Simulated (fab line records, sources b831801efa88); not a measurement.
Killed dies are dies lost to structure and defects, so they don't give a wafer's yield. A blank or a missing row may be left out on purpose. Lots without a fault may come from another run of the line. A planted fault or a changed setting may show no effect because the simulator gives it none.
fab line records | flow sky130
record lots=5 wafers=15 last_day=49
route steps=708 shown LDD_N@250 LDD_P@255 LDD_HVN@267 LDD_HVP@278 LDD_LDN@289
lots that met no fault: from a run of the same line without faults
start_h: hours from the record's first day to the start of the lot's first wafer shown | wait_h: hours since the lot's step before | " the same as in the row above | L1.1+2: a row that stands for several wafers | - no value, or no start given | * or withheld: withheld | < > ~ a bound
route shown NAME@n: a module of which the file shows steps, and the number in the route of the first | usual: mean/standard deviation of fault-free wafers | same: alike in all rows | chamber/n: place in a boat | sites: the reading at each site | _std_site: their standard deviation | _edge_site: outer sites' mean less inner sites' | radius_mm: how far each site lies from the wafer's centre | mask NAME#n: copy n | behind: the tool/chamber that last shaped the wafer | hold: why the lot was held/for how many hours/how that ended | device: the transistor (n, p or np) that didn't switch | end of line: the same wafers' tests at the end of the route | a step without rows: its recipe alone | killed: dies lost to structure and defects at the first sort, not the wafer's yield | map: a wafer's dies, x killed, . not, _ none there
set.NAME: the setting as run; set.NAME@STEP: as run at that earlier step | model.NAME: the simulator's own value behind a step, which no gauge read
lots at some steps of the route; a table a step, a row a wafer
services: from which hour (start_h, from the record's first day; less than 0 if before it) a tool's chamber was out of use, for how many hours, and why
## steps
# step SKY_LDD_N_IMPLANT_13
# recipe species=BF2 energy_kev=50 dose_cm2=5e+12 tilt_deg=30 rotation_deg=90
# columns lot.wafer tool chamber start_h wait_h
L078.2+3+4 implanter-03 0 458.49 1.6
L080.1+5+6 implanter-03 0 472.34 0.1
L081.3+4+6 implanter-01 0 481.43 0.1
L084.1+5+6 implanter-04 0 515.39 0.1
L085.1+2+5 implanter-04 0 528.73 0.1
# step SKY_LDD_N_IMPLANT_14
# recipe species=BF2 energy_kev=50 dose_cm2=5e+12 tilt_deg=30 rotation_deg=180
# columns lot.wafer tool chamber start_h wait_h
L078.2+3+4 implanter-03 0 458.64 0.1
L080.1+5+6 implanter-03 0 472.49 0.1
L081.3+4+6 implanter-01 0 481.58 0.1
L084.1+5+6 implanter-04 0 515.54 0.1
L085.1+2+5 implanter-04 0 528.88 0.1
# step SKY_LDD_N_IMPLANT_15
# recipe species=BF2 energy_kev=50 dose_cm2=5e+12 tilt_deg=30 rotation_deg=270
# columns lot.wafer tool chamber start_h wait_h
L078.2+3+4 implanter-03 0 458.79 0.1
L080.1+5+6 implanter-03 0 472.64 0.1
L081.3+4+6 implanter-01 0 481.73 0.1
L084.1+5+6 implanter-04 0 515.69 0.1
L085.1+2+5 implanter-04 0 529.03 0.1
# step SKY_LDD_N_STRIP_16
# recipe chemistry=O2/N2 power_w=1400 pressure_mtorr=1500 platen_temp_c=withheld o2_flow_sccm=3000 n2_flow_sccm=300 overash_fraction=0.5
# usual drypump_motor_current_A=5.8/0.58 oes_product_au=0.408/0.0044 strip_time_to_endpoint_s=4.318/0.014
# same overash_fraction=0.5
# columns lot.wafer tool chamber start_h wait_h drypump_motor_current_A oes_product_au rf_hours_counter_h strip_time_to_endpoint_s
L078.2 plasma_asher-04 1 458.91 0.1 6.5 0.415 58 4.306
L078.3 " 1 " " 6.5 0.410 - 4.306
L078.4 " 0 " " 5.9 0.407 - 4.313
L080.1 plasma_asher-02 0 472.79 0.1 6.2 0.407 80 4.318
L080.5 " 1 " " 4.7 0.403 - 4.297
L080.6 " 0 " " 6.2 0.410 - 4.319
L081.3 plasma_asher-04 1 481.86 0.1 6.5 0.405 - 4.296
L081.4 " 0 " " 5.9 0.413 - 4.324
L081.6 " 1 " " 6.5 0.402 - 4.327
L084.1 plasma_asher-03 0 515.84 0.1 5.6 0.416 37 4.342
L084.5 " 0 " " 5.6 0.408 - 4.341
L084.6 " 1 " " 6.3 0.415 - 4.356
L085.1 plasma_asher-03 1 529.18 0.1 6.2 0.410 39 4.315
L085.2 " 0 " " 5.6 0.411 39 4.329
L085.5 " 1 " " 6.2 0.405 - 4.323
# step SKY_LDD_N_TW_MEAS_17
# usual LDD_N_TW=2611/19
# columns lot.wafer tool chamber start_h wait_h LDD_N_TW
L078.2 film_metro-04 - 459.02 0.1 2628
L078.3 " - " " 2635
L078.4 " - " " 2635
L080.1 film_metro-02 - 472.89 0.1 2596
L080.5 " - " " 2594
L080.6 " - " " 2605
L081.3 film_metro-04 - 481.95 0.1 2628
L081.4 " - " " 2615
L081.6 " - " " 2631
L084.1 film_metro-02 - 515.94 0.1 2586
L084.5 " - " " 2606
L084.6 " - " " 2603
L085.1 film_metro-01 - 529.28 0.1 2588
L085.2 " - " " 2595
L085.5 " - " " 2591
# step SKY_LDD_P_DEHYDRATE_00
# recipe temp_c=200 time_s=60
# columns lot.wafer tool chamber start_h wait_h
L078.2+3+4 litho_track-03 0 473.14 14.1
L080.1+5+6 litho_track-04 0 488.08 15.2
L081.3+4+6 litho_track-03 0 496.66 14.7
L084.1+5+6 litho_track-04 0 531.08 15.1
L085.1+2+5 litho_track-02 0 544.45 15.2
# step SKY_LDD_P_HMDS_01
# recipe prime_time_s=60 prime_temp_c=120
# columns lot.wafer tool chamber start_h wait_h
L078.2+3+4 litho_track-03 0 473.29 0.1
L080.1+5+6 litho_track-04 0 488.23 0.1
L081.3+4+6 litho_track-03 0 496.81 0.1
L084.1+5+6 litho_track-04 0 531.23 0.1
L085.1+2+5 litho_track-02 0 544.60 0.1
# step SKY_LDD_P_COAT_02
# recipe resist=NOVOLAK spin_rpm=3000 resist_thk_nm=1140
# columns lot.wafer tool chamber start_h wait_h
L078.2+3+4 litho_track-03 0 473.44 0.1
L080.1+5+6 litho_track-04 0 488.38 0.1
L081.3+4+6 litho_track-03 0 496.96 0.1
L084.1+5+6 litho_track-04 0 531.38 0.1
L085.1+2+5 litho_track-02 0 544.75 0.1
# step SKY_LDD_P_SOFTBAKE_03
# recipe temp_c=90 time_s=60 resist=NOVOLAK
# columns lot.wafer tool chamber start_h wait_h
L078.2+3+4 litho_track-03 0 473.59 0.1
L080.1+5+6 litho_track-04 0 488.53 0.1
L081.3+4+6 litho_track-03 0 497.11 0.1
L084.1+5+6 litho_track-04 0 531.53 0.1
L085.1+2+5 litho_track-02 0 544.90 0.1
# step SKY_LDD_P_EXPOSE_04
# recipe mask_id=PSDM na=0.6 source_shape=conventional sigma_outer=0.6 polarization=unpolarized target_cd_nm=380 dose_mj=138
# same sigma_outer=0.6
# columns lot.wafer tool chamber start_h wait_h mask
L078.2+3+4 iline_stepper-02 0 - - PSDM#0
L080.1+5+6 iline_stepper-02 0 - - PSDM#0
L081.3+4+6 iline_stepper-01 0 - - PSDM#0
L084.1+5+6 iline_stepper-02 0 - - PSDM#0
L085.1+2+5 iline_stepper-01 0 - - PSDM#0
# step SKY_LDD_P_PEB_05
# recipe temp_c=withheld time_s=* resist=NOVOLAK
# columns lot.wafer tool chamber start_h wait_h
L078.2+3+4 litho_track-03 0 - -
L080.1+5+6 litho_track-03 0 - -
L081.3+4+6 litho_track-03 0 - -
L084.1+5+6 litho_track-04 0 - -
L085.1+2+5 litho_track-04 0 - -
# step SKY_LDD_P_DEVELOP_06
# recipe resist=NOVOLAK developer=TMAH develop_time_s=60 dev_temp_c=23
# columns lot.wafer tool chamber start_h wait_h
L078.2+3+4 litho_track-03 0 489.04 0.1
L080.1+5+6 litho_track-03 0 503.11 0.1
L081.3+4+6 litho_track-03 0 512.71 0.1
L084.1+5+6 litho_track-04 0 547.08 0.1
L085.1+2+5 litho_track-04 0 560.43 0.1
# step SKY_LDD_P_CD_MEAS_07
# recipe target_cd_nm=380
# usual cd_nm=379.5/2.2
# columns lot.wafer tool chamber start_h wait_h cd_nm
L078.2 cd_sem-02 - 489.18 0.1 382.1
L078.3 " - " " 382.0
L078.4 " - " " 383.1
L080.1 cd_sem-01 - 503.26 0.1 379.9
L080.5 " - " " 378.7
L080.6 " - " " 377.5
L081.3 cd_sem-01 - 512.85 0.1 380.6
L081.4 " - " " 381.7
L081.6 " - " " 381.6
L084.1 cd_sem-02 - 547.23 0.1 379.5
L084.5 " - " " 379.0
L084.6 " - " " 381.5
L085.1 cd_sem-02 - 560.58 0.1 376.0
L085.2 " - " " 375.3
L085.5 " - " " 378.5
# step SKY_LDD_P_OVL_MEAS_08
# usual LDD_P_OVL=0.1/1.6
# columns lot.wafer tool chamber start_h wait_h LDD_P_OVL[nm]
L078.2 overlay-01 - 489.29 0.1 -0.8
L078.3 " - " " -1.3
L078.4 " - " " -1.9
L080.1 overlay-02 - 503.38 0.1 -1.0
L080.5 " - " " -1.8
L080.6 " - " " 1.1
L081.3 overlay-02 - 512.94 0.1 2.3
L081.4 " - " " 1.9
L081.6 " - " " 2.4
L084.1 overlay-01 - 547.35 0.1 -0.3
L084.5 " - " " -0.7
L084.6 " - " " 0.1
L085.1 overlay-02 - 560.70 0.1 -0.8
L085.2 " - " " -2.4
L085.5 " - " " -1.2
# step SKY_LDD_P_IMPLANT_09
# recipe species=BF2 energy_kev=25 dose_cm2=1e+13 tilt_deg=withheld
# columns lot.wafer tool chamber start_h wait_h
L078.2+3+4 implanter-04 0 489.34 0.0
L080.1+5+6 implanter-02 0 503.42 0.0
L081.3+4+6 implanter-04 0 513.02 0.1
L084.1+5+6 implanter-03 0 547.39 0.0
L085.1+2+5 implanter-02 0 560.74 0.0
# step SKY_LDD_P_STRIP_10
# recipe chemistry=O2/N2 power_w=1400 pressure_mtorr=1500 platen_temp_c=withheld o2_flow_sccm=3000 n2_flow_sccm=300 overash_fraction=0.5
# usual drypump_motor_current_A=5.7/0.52 oes_product_au=0.716/0.0051 strip_time_to_endpoint_s=14.17/0.041
# same overash_fraction=0.5
# columns lot.wafer tool chamber start_h wait_h drypump_motor_current_A oes_product_au rf_hours_counter_h strip_time_to_endpoint_s
L078.2 plasma_asher-03 1 489.47 0.1 6.2 0.717 35 14.15
L078.3 " 1 " " 6.2 0.719 - 14.18
L078.4 " 0 " " 5.6 0.714 - 14.13
L080.1 plasma_asher-02 1 503.57 0.1 4.7 0.712 83 14.22
L080.5 " 0 " " 6.2 0.724 - 14.21
L080.6 " 1 " " 4.7 0.714 - 14.24
L081.3 plasma_asher-01 1 513.15 0.1 6.2 0.709 - 14.15
L081.4 " 0 " " 5.4 0.720 - 14.17
L081.6 " 1 " " 6.2 0.720 - 14.14
L084.1 plasma_asher-03 0 547.54 0.1 5.6 0.715 40 14.27
L084.5 " 0 " " 5.6 0.713 - 14.23
L084.6 " 1 " " 6.2 0.711 - 14.26
L085.1 plasma_asher-01 1 560.89 0.1 6.2 0.707 13 14.21
L085.2 " 0 " " 5.4 0.711 13 14.19
L085.5 " 0 " " 5.4 0.724 - 14.16
# step SKY_LDD_P_TW_MEAS_11
# usual LDD_P_TW=637/6
# columns lot.wafer tool chamber start_h wait_h LDD_P_TW
L078.2 film_metro-01 - 489.58 0.1 633
L078.3 " - " " 631
L078.4 " - " " 639
L080.1 film_metro-01 - 503.67 0.1 630
L080.5 " - " " 636
L080.6 " - " " 634
L081.3 film_metro-03 - 513.24 0.1 627
L081.4 " - " " 627
L081.6 " - " " 627
L084.1 film_metro-01 - 547.64 0.1 636
L084.5 " - " " 637
L084.6 " - " " 634
L085.1 film_metro-01 - 560.99 0.1 639
L085.2 " - " " 635
L085.5 " - " " 635
# step SKY_LDD_HVN_DEHYDRATE_00
# recipe temp_c=200 time_s=60
# columns lot.wafer tool chamber start_h wait_h
L078.2+3+4 litho_track-01 0 504.07 14.5
L080.1+5+6 litho_track-04 0 517.83 14.2
L081.3+4+6 litho_track-01 0 527.99 14.7
L084.1+5+6 litho_track-03 0 562.86 15.2
L085.1+2+5 litho_track-03 0 576.16 15.2
# step SKY_LDD_HVN_HMDS_01
# recipe prime_time_s=60 prime_temp_c=120
# columns lot.wafer tool chamber start_h wait_h
L078.2+3+4 litho_track-01 0 504.22 0.1
L080.1+5+6 litho_track-04 0 517.98 0.1
L081.3+4+6 litho_track-01 0 528.14 0.1
L084.1+5+6 litho_track-03 0 563.01 0.1
L085.1+2+5 litho_track-03 0 576.31 0.1
# step SKY_LDD_HVN_COAT_02
# recipe resist=NOVOLAK spin_rpm=3000 resist_thk_nm=300
# columns lot.wafer tool chamber start_h wait_h
L078.2+3+4 litho_track-01 0 504.37 0.1
L080.1+5+6 litho_track-04 0 518.13 0.1
L081.3+4+6 litho_track-01 0 528.29 0.1
L084.1+5+6 litho_track-03 0 563.16 0.1
L085.1+2+5 litho_track-03 0 576.46 0.1
# step SKY_LDD_HVN_SOFTBAKE_03
# recipe temp_c=90 time_s=60 resist=NOVOLAK
# columns lot.wafer tool chamber start_h wait_h
L078.2+3+4 litho_track-01 0 504.52 0.1
L080.1+5+6 litho_track-04 0 518.28 0.1
L081.3+4+6 litho_track-01 0 528.44 0.1
L084.1+5+6 litho_track-03 0 563.31 0.1
L085.1+2+5 litho_track-03 0 576.61 0.1
# step SKY_LDD_HVN_EXPOSE_04
# recipe mask_id=HVNTM na=0.6 source_shape=conventional sigma_outer=0.6 polarization=unpolarized target_cd_nm=700 dose_mj=127
# same sigma_outer=0.6
# columns lot.wafer tool chamber start_h wait_h mask
L078.2+3+4 iline_stepper-02 0 - - HVNTM#0
L080.1+5+6 iline_stepper-02 0 - - HVNTM#0
L081.3+4+6 iline_stepper-01 0 - - HVNTM#0
L084.1+5+6 iline_stepper-02 0 - - HVNTM#0
L085.1+2+5 iline_stepper-02 0 - - HVNTM#0
# step SKY_LDD_HVN_PEB_05
# recipe temp_c=withheld time_s=* resist=NOVOLAK
# columns lot.wafer tool chamber start_h wait_h
L078.2+3+4 litho_track-01 0 - -
L080.1+5+6 litho_track-01 0 - -
L081.3+4+6 litho_track-03 0 - -
L084.1+5+6 litho_track-01 0 - -
L085.1+2+5 litho_track-03 0 - -
# step SKY_LDD_HVN_DEVELOP_06
# recipe resist=NOVOLAK developer=TMAH develop_time_s=60 dev_temp_c=23
# columns lot.wafer tool chamber start_h wait_h
L078.2+3+4 litho_track-01 0 519.62 0.1
L080.1+5+6 litho_track-01 0 534.09 0.1
L081.3+4+6 litho_track-03 0 544.31 0.1
L084.1+5+6 litho_track-01 0 579.04 0.1
L085.1+2+5 litho_track-03 0 591.41 0.1
# step SKY_LDD_HVN_OVL_MEAS_07
# usual LDD_HVN_OVL=0.3/1.6
# columns lot.wafer tool chamber start_h wait_h LDD_HVN_OVL[nm]
L078.2 overlay-02 - 519.75 0.1 -0.4
L078.3 " - " " 0.1
L078.4 " - " " -0.4
L080.1 overlay-01 - 534.24 0.1 -1.7
L080.5 " - " " -1.2
L080.6 " - " " -1.9
L081.3 overlay-02 - 544.42 0.1 2.8
L081.4 " - " " 3.3
L081.6 " - " " 3.0
L084.1 overlay-01 - 579.19 0.1 -3.0
L084.5 " - " " -2.3
L084.6 " - " " -1.8
L085.1 overlay-02 - 591.56 0.1 2.4
L085.2 " - " " 2.2
L085.5 " - " " -0.2
# step SKY_LDD_HVN_IMPLANT_08
# recipe species=P energy_kev=60 dose_cm2=3e+13 tilt_deg=40
# columns lot.wafer tool chamber start_h wait_h
L078.2+3+4 implanter-01 0 519.81 0.0
L080.1+5+6 implanter-02 0 534.28 0.0
L081.3+4+6 implanter-01 0 544.50 0.1
L084.1+5+6 implanter-01 0 579.23 0.0
L085.1+2+5 implanter-02 0 591.60 0.0
# step SKY_LDD_HVN_STRIP_09
# recipe chemistry=O2/N2 power_w=1400 pressure_mtorr=1500 platen_temp_c=withheld o2_flow_sccm=3000 n2_flow_sccm=300 overash_fraction=0.5
# usual drypump_motor_current_A=5.8/0.61 oes_product_au=0.408/0.004 strip_time_to_endpoint_s=4.135/0.018
# same overash_fraction=0.5
# columns lot.wafer tool chamber start_h wait_h drypump_motor_current_A oes_product_au rf_hours_counter_h strip_time_to_endpoint_s
L078.2 plasma_asher-01 0 519.93 0.1 5.4 0.414 9 4.140
L078.3 " 1 " " 6.2 0.412 - 4.130
L078.4 " 0 " " 5.4 0.404 - 4.158
L080.1 plasma_asher-01 1 534.43 0.1 6.2 0.405 10 4.131
L080.5 " 1 " " 6.2 0.411 - 4.131
L080.6 " 0 " " 5.4 0.420 - 4.129
L081.3 plasma_asher-04 1 544.63 0.1 6.5 0.405 - 4.137
L081.4 " 0 " " 5.9 0.405 - 4.096
L081.6 " 1 " " 6.5 0.415 - 4.132
L084.1 plasma_asher-04 1 579.38 0.1 6.5 0.405 69 4.117
L084.5 " 1 " " 6.5 0.407 - 4.111
L084.6 " 0 " " 5.9 0.415 - 4.104
L085.1 plasma_asher-02 0 591.75 0.1 6.2 0.403 92 4.110
L085.2 " 1 " " 4.7 0.404 92 4.143
L085.5 " 1 " " 4.7 0.404 - 4.118
# step SKY_LDD_HVN_TW_MEAS_10
# usual LDD_HVN_TW=1437/13
# columns lot.wafer tool chamber start_h wait_h LDD_HVN_TW
L078.2 film_metro-01 - 520.04 0.1 1429
L078.3 " - " " 1438
L078.4 " - " " 1435
L080.1 film_metro-02 - 534.53 0.1 1448
L080.5 " - " " 1440
L080.6 " - " " 1452
L081.3 film_metro-01 - 544.72 0.1 1451
L081.4 " - " " 1441
L081.6 " - " " 1439
L084.1 film_metro-02 - 579.48 0.1 1452
L084.5 " - " " 1451
L084.6 " - " " 1448
L085.1 film_metro-03 - 591.85 0.1 1418
L085.2 " - " " 1415
L085.5 " - " " 1407
# step SKY_LDD_HVP_DEHYDRATE_00
# recipe temp_c=200 time_s=60
# columns lot.wafer tool chamber start_h wait_h
L078.2+3+4 litho_track-01 0 534.87 14.8
L080.1+5+6 litho_track-02 0 549.95 15.4
L081.3+4+6 litho_track-03 0 560.01 15.3
L084.1+5+6 litho_track-02 0 594.20 14.7
L085.1+2+5 litho_track-02 0 606.55 14.7
# step SKY_LDD_HVP_HMDS_01
# recipe prime_time_s=60 prime_temp_c=120
# columns lot.wafer tool chamber start_h wait_h
L078.2+3+4 litho_track-01 0 535.02 0.1
L080.1+5+6 litho_track-02 0 550.10 0.1
L081.3+4+6 litho_track-03 0 560.16 0.1
L084.1+5+6 litho_track-02 0 594.35 0.1
L085.1+2+5 litho_track-02 0 606.70 0.1
# step SKY_LDD_HVP_COAT_02
# recipe resist=NOVOLAK spin_rpm=3000 resist_thk_nm=300
# columns lot.wafer tool chamber start_h wait_h
L078.2+3+4 litho_track-01 0 535.17 0.1
L080.1+5+6 litho_track-02 0 550.25 0.1
L081.3+4+6 litho_track-03 0 560.31 0.1
L084.1+5+6 litho_track-02 0 594.50 0.1
L085.1+2+5 litho_track-02 0 606.85 0.1
# step SKY_LDD_HVP_SOFTBAKE_03
# recipe temp_c=90 time_s=60 resist=NOVOLAK
# columns lot.wafer tool chamber start_h wait_h
L078.2+3+4 litho_track-01 0 535.32 0.1
L080.1+5+6 litho_track-02 0 550.40 0.1
L081.3+4+6 litho_track-03 0 560.46 0.1
L084.1+5+6 litho_track-02 0 594.65 0.1
L085.1+2+5 litho_track-02 0 607.00 0.1
# step SKY_LDD_HVP_EXPOSE_04
# recipe mask_id=HVPTM na=0.6 source_shape=conventional sigma_outer=0.6 polarization=unpolarized target_cd_nm=700 dose_mj=86
# same sigma_outer=0.6
# columns lot.wafer tool chamber start_h wait_h mask
L078.2+3+4 iline_stepper-02 0 - - HVPTM#0
L080.1+5+6 iline_stepper-01 0 - - HVPTM#0
L081.3+4+6 iline_stepper-01 0 - - HVPTM#0
L084.1+5+6 iline_stepper-02 0 - - HVPTM#0
L085.1+2+5 iline_stepper-02 0 - - HVPTM#0
# step SKY_LDD_HVP_PEB_05
# recipe temp_c=withheld time_s=* resist=NOVOLAK
# columns lot.wafer tool chamber start_h wait_h
L078.2+3+4 litho_track-03 0 - -
L080.1+5+6 litho_track-02 0 - -
L081.3+4+6 litho_track-02 0 - -
L084.1+5+6 litho_track-03 0 - -
L085.1+2+5 litho_track-03 0 - -
# step SKY_LDD_HVP_DEVELOP_06
# recipe resist=NOVOLAK developer=TMAH develop_time_s=60 dev_temp_c=23
# columns lot.wafer tool chamber start_h wait_h
L078.2+3+4 litho_track-03 0 550.94 0.1
L080.1+5+6 litho_track-02 0 565.30 0.1
L081.3+4+6 litho_track-02 0 576.05 0.1
L084.1+5+6 litho_track-03 0 610.31 0.1
L085.1+2+5 litho_track-03 0 621.96 0.1
# step SKY_LDD_HVP_OVL_MEAS_07
# usual LDD_HVP_OVL=1.2/1.3
# columns lot.wafer tool chamber start_h wait_h LDD_HVP_OVL[nm]
L078.2 overlay-02 - 551.07 0.1 2.3
L078.3 " - " " 1.9
L078.4 " - " " 3.7
L080.1 overlay-01 - 565.45 0.1 1.5
L080.5 " - " " 2.5
L080.6 " - " " 1.6
L081.3 overlay-01 - 576.16 0.1 0.5
L081.4 " - " " 0.7
L081.6 " - " " -0.9
L084.1 overlay-02 - 610.46 0.1 2.0
L084.5 " - " " -0.6
L084.6 " - " " 1.4
L085.1 overlay-01 - 622.11 0.1 0.0
L085.2 " - " " 0.1
L085.5 " - " " -0.8
# step SKY_LDD_HVP_IMPLANT_08
# recipe species=B energy_kev=20 dose_cm2=1.7e+13 tilt_deg=17.9
# columns lot.wafer tool chamber start_h wait_h
L078.2+3+4 implanter-02 0 551.12 0.0
L080.1+5+6 implanter-01 0 565.49 0.0
L081.3+4+6 implanter-04 0 576.24 0.1
L084.1+5+6 implanter-01 0 610.50 0.0
L085.1+2+5 implanter-02 0 622.15 0.0
# step SKY_LDD_HVP_STRIP_09
# recipe chemistry=O2/N2 power_w=1400 pressure_mtorr=1500 platen_temp_c=withheld o2_flow_sccm=3000 n2_flow_sccm=300 overash_fraction=0.5
# usual drypump_motor_current_A=5.9/0.39 oes_product_au=0.408/0.0045 strip_time_to_endpoint_s=4.130/0.015
# same overash_fraction=0.5
# columns lot.wafer tool chamber start_h wait_h drypump_motor_current_A oes_product_au rf_hours_counter_h strip_time_to_endpoint_s
L078.2 plasma_asher-04 0 551.25 0.1 5.9 0.406 67 4.129
L078.3 " 0 " " 5.9 0.418 - 4.153
L078.4 " 1 " " 6.5 0.414 - 4.137
L080.1 plasma_asher-04 1 565.64 0.1 6.5 0.407 68 4.142
L080.5 " 1 " " 6.5 0.403 - 4.120
L080.6 " 0 " " 5.9 0.407 - 4.151
L081.3 plasma_asher-03 0 576.37 0.1 5.6 0.412 - 4.162
L081.4 " 1 " " 6.2 0.405 - 4.153
L081.6 " 0 " " 5.6 0.407 - 4.143
L084.1 plasma_asher-01 1 610.65 0.1 6.2 0.409 17 4.139
L084.5 " 1 " " 6.2 0.410 - 4.117
L084.6 " 0 " " 5.4 0.411 - 4.117
L085.1 plasma_asher-01 1 622.30 0.1 6.2 0.405 19 4.138
L085.2 " 0 " " 5.4 0.413 19 4.126
L085.5 " 1 " " 6.2 0.411 - 4.150
# step SKY_LDD_HVP_TW_MEAS_10
# usual LDD_HVP_TW=459/3.8
# columns lot.wafer tool chamber start_h wait_h LDD_HVP_TW
L078.2 film_metro-04 - 551.36 0.1 461
L078.3 " - " " 462
L078.4 " - " " 464
L080.1 film_metro-02 - 565.74 0.1 459
L080.5 " - " " 461
L080.6 " - " " 461
L081.3 film_metro-02 - 576.46 0.1 462
L081.4 " - " " 462
L081.6 " - " " 462
L084.1 film_metro-04 - 610.75 0.1 463
L084.5 " - " " 463
L084.6 " - " " 463
L085.1 film_metro-02 - 622.40 0.1 457
L085.2 " - " " 459
L085.5 " - " " 455
# step SKY_LDD_LDN_DEHYDRATE_00
# recipe temp_c=200 time_s=60
# columns lot.wafer tool chamber start_h wait_h
L078.2+3+4 litho_track-02 0 566.58 15.2
L080.1+5+6 litho_track-04 0 580.83 15.1
L081.3+4+6 litho_track-02 0 591.20 14.7
L084.1+5+6 litho_track-02 0 625.65 14.9
L085.1+2+5 litho_track-04 0 637.13 14.7
# step SKY_LDD_LDN_HMDS_01
# recipe prime_time_s=60 prime_temp_c=120
# columns lot.wafer tool chamber start_h wait_h
L078.2+3+4 litho_track-02 0 566.73 0.1
L080.1+5+6 litho_track-04 0 580.98 0.1
L081.3+4+6 litho_track-02 0 591.35 0.1
L084.1+5+6 litho_track-02 0 625.80 0.1
L085.1+2+5 litho_track-04 0 637.28 0.1
# step SKY_LDD_LDN_COAT_02
# recipe resist=NOVOLAK spin_rpm=3000 resist_thk_nm=1140
# columns lot.wafer tool chamber start_h wait_h
L078.2+3+4 litho_track-02 0 566.88 0.1
L080.1+5+6 litho_track-04 0 581.13 0.1
L081.3+4+6 litho_track-02 0 591.50 0.1
L084.1+5+6 litho_track-02 0 625.95 0.1
L085.1+2+5 litho_track-04 0 637.43 0.1
# step SKY_LDD_LDN_SOFTBAKE_03
# recipe temp_c=90 time_s=60 resist=NOVOLAK
# columns lot.wafer tool chamber start_h wait_h
L078.2+3+4 litho_track-02 0 567.03 0.1
L080.1+5+6 litho_track-04 0 581.28 0.1
L081.3+4+6 litho_track-02 0 591.65 0.1
L084.1+5+6 litho_track-02 0 626.10 0.1
L085.1+2+5 litho_track-04 0 637.58 0.1
# step SKY_LDD_LDN_EXPOSE_04
# recipe mask_id=LDNTM na=0.6 source_shape=conventional sigma_outer=0.6 polarization=unpolarized target_cd_nm=700 dose_mj=140
# same sigma_outer=0.6
# columns lot.wafer tool chamber start_h wait_h mask
L078.2+3+4 iline_stepper-01 0 - - LDNTM#0
L080.1+5+6 iline_stepper-02 0 - - LDNTM#0
L081.3+4+6 iline_stepper-01 0 - - LDNTM#0
L084.1+5+6 iline_stepper-01 0 - - LDNTM#0
L085.1+2+5 iline_stepper-01 0 - - LDNTM#0
# step SKY_LDD_LDN_PEB_05
# recipe temp_c=withheld time_s=* resist=NOVOLAK
# columns lot.wafer tool chamber start_h wait_h
L078.2+3+4 litho_track-04 0 - -
L080.1+5+6 litho_track-04 0 - -
L081.3+4+6 litho_track-04 0 - -
L084.1+5+6 litho_track-04 0 - -
L085.1+2+5 litho_track-01 0 - -
# step SKY_LDD_LDN_DEVELOP_06
# recipe resist=NOVOLAK developer=TMAH develop_time_s=60 dev_temp_c=23
# columns lot.wafer tool chamber start_h wait_h
L078.2+3+4 litho_track-04 0 582.26 0.1
L080.1+5+6 litho_track-04 0 596.83 0.1
L081.3+4+6 litho_track-04 0 606.93 0.1
L084.1+5+6 litho_track-04 0 641.93 0.1
L085.1+2+5 litho_track-01 0 653.49 0.1
# step SKY_LDD_LDN_OVL_MEAS_07
# usual LDD_LDN_OVL=-0.4/1.5
# columns lot.wafer tool chamber start_h wait_h LDD_LDN_OVL[nm]
L078.2 overlay-02 - 582.39 0.1 1.4
L078.3 " - " " 2.5
L078.4 " - " " -0.1
L080.1 overlay-01 - 596.98 0.1 -2.5
L080.5 " - " " -2.0
L080.6 " - " " -3.3
L081.3 overlay-02 - 607.04 0.1 -0.7
L081.4 " - " " -0.4
L081.6 " - " " -2.4
L084.1 overlay-02 - 642.08 0.1 0.5
L084.5 " - " " -2.0
L084.6 " - " " -1.8
L085.1 overlay-01 - 653.64 0.1 -1.2
L085.2 " - " " -1.8
L085.5 " - " " 0.5
# step SKY_LDD_LDN_IMPLANT_08
# recipe species=As energy_kev=15 dose_cm2=1.25e+13 tilt_deg=withheld rotation_deg=23
# columns lot.wafer tool chamber start_h wait_h
L078.2+3+4 implanter-04 0 582.44 0.0
L080.1+5+6 implanter-04 0 597.02 0.0
L081.3+4+6 implanter-01 0 607.12 0.1
L084.1+5+6 implanter-01 0 642.12 0.0
L085.1+2+5 implanter-03 0 653.68 0.0
# step SKY_LDD_LDN_IMPLANT_09
# recipe species=As energy_kev=15 dose_cm2=1.25e+13 tilt_deg=withheld rotation_deg=113
# columns lot.wafer tool chamber start_h wait_h
L078.2+3+4 implanter-04 0 582.59 0.1
L080.1+5+6 implanter-04 0 597.17 0.1
L081.3+4+6 implanter-01 0 607.27 0.1
L084.1+5+6 implanter-01 0 642.27 0.1
L085.1+2+5 implanter-03 0 653.83 0.1
# step SKY_LDD_LDN_IMPLANT_10
# recipe species=As energy_kev=15 dose_cm2=1.25e+13 tilt_deg=withheld rotation_deg=203
# columns lot.wafer tool chamber start_h wait_h
L078.2+3+4 implanter-04 0 582.74 0.1
L080.1+5+6 implanter-04 0 597.32 0.1
L081.3+4+6 implanter-01 0 607.42 0.1
L084.1+5+6 implanter-01 0 642.42 0.1
L085.1+2+5 implanter-03 0 653.98 0.1
# step SKY_LDD_LDN_IMPLANT_11
# recipe species=As energy_kev=15 dose_cm2=1.25e+13 tilt_deg=withheld rotation_deg=293
# columns lot.wafer tool chamber start_h wait_h
L078.2+3+4 implanter-04 0 582.89 0.1
L080.1+5+6 implanter-04 0 597.47 0.1
L081.3+4+6 implanter-01 0 607.57 0.1
L084.1+5+6 implanter-01 0 642.57 0.1
L085.1+2+5 implanter-03 0 654.13 0.1
## services
# columns tool chamber start_h hours kind
implanter-03 - 436.85 18.6 repair
iline_stepper-01 - 457.21 4.4 pm
implanter-02 - 460.69 4.3 pm
implanter-03 - 464.97 1.5 repair
implanter-02 - 476.50 15.8 pm
implanter-04 - 479.99 5.4 pm
implanter-04 - 498.57 3.4 repair
implanter-02 - 501.45 1.8 repair
iline_stepper-01 - 508.38 2.1 pm
iline_stepper-01 - 512.28 12.5 repair
plasma_asher-01 - 517.58 0.3 repair
implanter-02 - 519.02 2.9 repair
implanter-03 - 525.23 3.6 repair
iline_stepper-02 - 525.82 1.7 pm
implanter-03 - 532.37 7.5 pm
implanter-02 - 545.43 2.3 repair
implanter-03 - 552.41 1.8 repair
iline_stepper-02 - 557.53 3.4 repair
implanter-03 - 570.06 2.1 repair
iline_stepper-01 - 582.53 2.9 repair
iline_stepper-01 - 597.68 1.7 pm
implanter-03 - 604.77 9.3 repair
implanter-03 - 614.10 4.5 pm
implanter-01 - 625.96 4.0 repair
## key
fault none
